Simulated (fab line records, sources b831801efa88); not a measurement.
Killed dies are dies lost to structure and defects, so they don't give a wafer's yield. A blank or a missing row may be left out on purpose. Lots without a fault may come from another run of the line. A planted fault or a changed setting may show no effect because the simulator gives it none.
Which tool did it? | flow gf180mcu | 13 lots, 39 wafers sampled, at 4 steps of a route of 602

WHAT THE GAUGES READ, wafer by wafer
GF_V2_THK_MEAS_03.
lot  | measured     | on            | V2_CVD_02_THK (nm)
L925 | day 20 02:11 | film_metro-02 | 848 844 861
L926 | day 20 09:18 | film_metro-03 | 861 868 876
L927 | day 20 20:28 | film_metro-03 | 839 862 862
L928 | day 20 21:15 | film_metro-02 | 862 867 863
L931 | day 21 13:18 | film_metro-03 | 855 842 850
L937 | day 23 23:55 | film_metro-02 | 853 857 866
L938 | day 24 01:17 | film_metro-03 | 845 824 848
L939 | day 24 02:44 | film_metro-01 | 862 863 874
L942 | day 25 07:39 | film_metro-03 | 843 851 858
L944 | day 25 17:56 | film_metro-03 | 856 845 863
L946 | day 26 07:23 | film_metro-03 | 828 847 855
L947 | day 26 15:03 | film_metro-03 | 840 865 873
L948 | day 26 20:25 | film_metro-02 | 863 872 851

GF_V2_RS_MEAS_24: measures by four-point-probe.
lot  | measured     | on            | V2_W_RS (ohm/sq)
L925 | day 21 03:58 | film_metro-03 | 0.337 0.332 0.324
L926 | day 21 11:07 | film_metro-02 | 0.324 0.324 0.321
L927 | day 21 22:05 | film_metro-02 | 0.328 0.320 0.315
L928 | day 21 22:44 | film_metro-03 | 0.330 0.322 0.333
L931 | day 22 15:43 | film_metro-02 | 0.332 0.318 0.316
L937 | day 24 23:16 | film_metro-01 | 0.330 0.303 0.331
L938 | day 25 00:14 | film_metro-03 | 0.318 0.319 0.319
L939 | day 25 01:01 | film_metro-03 | 0.301 0.325 0.298
L942 | day 26 06:43 | film_metro-03 | 0.321 0.327 0.323
L944 | day 26 16:27 | film_metro-02 | 0.320 0.324 0.317
L946 | day 27 05:02 | film_metro-03 | 0.319 0.316 0.321
L947 | day 27 13:02 | film_metro-02 | 0.319 0.325 0.324
L948 | day 27 17:43 | film_metro-03 | 0.310 0.318 0.313

GF_V2_THK_MEAS_25: measures by xrf.
lot  | measured     | on            | V2_W_THK (nm)
L925 | day 21 04:05 | film_metro-03 | 338 343 351
L926 | day 21 11:14 | film_metro-02 | 349 348 352
L927 | day 21 22:11 | film_metro-02 | 347 355 360
L928 | day 21 22:51 | film_metro-03 | 344 354 339
L931 | day 22 15:50 | film_metro-02 | 340 353 353
L937 | day 24 23:23 | film_metro-01 | 336 364 335
L938 | day 25 00:20 | film_metro-03 | 358 357 357
L939 | day 25 01:08 | film_metro-03 | 377 351 380
L942 | day 26 06:49 | film_metro-03 | 358 351 354
L944 | day 26 16:34 | film_metro-02 | 354 351 356
L946 | day 27 05:08 | film_metro-03 | 353 356 355
L947 | day 27 13:09 | film_metro-02 | 354 352 354
L948 | day 27 17:49 | film_metro-03 | 364 354 362

WHICH TOOL RAN EACH LOT (tool, then ch and the chambers of the sampled wafers, then the start)
lot  | GF_V2_CVD_23
L925 | cvd_w-01 ch 0,1, day 21 03:52
L926 | cvd_w-02 ch 0,1, day 21 10:59
L927 | cvd_w-01 ch 0,1, day 21 21:59
L928 | cvd_w-01 ch 0,1, day 21 22:37
L931 | cvd_w-01 ch 0,1, day 22 15:36
L937 | cvd_w-01 ch 0,1, day 24 23:09
L938 | cvd_w-02 ch 0,1, day 25 00:06
L939 | cvd_w-01 ch 0,1, day 25 00:54
L942 | cvd_w-02 ch 0,1, day 26 06:35
L944 | cvd_w-02 ch 0,1, day 26 16:20
L946 | cvd_w-02 ch 0,1, day 27 04:54
L947 | cvd_w-02 ch 0,1, day 27 12:55
L948 | cvd_w-01 ch 0,1, day 27 17:35
- GF_V2_CVD_23: deposits W, target thk 350 nm, time 104.94 s.

WHAT THE TOOLS THEMSELVES READ (means of the sampled wafers that have a number; where no wafer has one, the mark that the record gives instead)
GF_V2_CVD_23.
lot  | tool     | chamber_pressure_Torr (Torr) | heater_power_w (W)
L925 | cvd_w-01 | 39.96                        | 779
L926 | cvd_w-02 | 39.99                        | 781
L927 | cvd_w-01 | 40.00                        | 857
L928 | cvd_w-01 | 40.01                        | 767
L931 | cvd_w-01 | 39.99                        | 852
L937 | cvd_w-01 | 41.68                        | 779
L938 | cvd_w-02 | 39.98                        | 844
L939 | cvd_w-01 | 43.46                        | 849
L942 | cvd_w-02 | 40.05                        | 841
L944 | cvd_w-02 | 39.89                        | 843
L946 | cvd_w-02 | 40.00                        | 848
L947 | cvd_w-02 | 40.00                        | 849
L948 | cvd_w-01 | 40.03                        | 783

THE ANSWER, worked out from the rows above alone
Rule: what is usual is taken from the lots themselves. Put in order of their means at a reading, lots are off if they are a third of the lots or fewer, leave a main group of 4 or more, and stand apart from it by a gap of 3 or more times the standard deviation of the main group's means; of several such gaps the widest counts. A main group whose means are all the same, to the digits that the tables above print for the reading, isn't used. A lot without any number at a reading at which 4 lots or more have one is off too. The other lots that the step has rows for count as sound. The gauges are gone through in route order, then the tools' own readings, and for those a lot's mean is taken as printed above. The first step at which some lot is off is used, and at that step the reading that is off furthest; a lot without a number counts as furthest.
Off: L937, L939, at GF_V2_CVD_23 (chamber_pressure_Torr). The main group: mean 39.99 Torr, standard deviation 0.039.
A tool fits if, at that step or a process step before it, it ran every lot that is off, and no sound lot after the first of them. None of those tried fits.

WHAT THE SIMULATOR HAD PUT IN
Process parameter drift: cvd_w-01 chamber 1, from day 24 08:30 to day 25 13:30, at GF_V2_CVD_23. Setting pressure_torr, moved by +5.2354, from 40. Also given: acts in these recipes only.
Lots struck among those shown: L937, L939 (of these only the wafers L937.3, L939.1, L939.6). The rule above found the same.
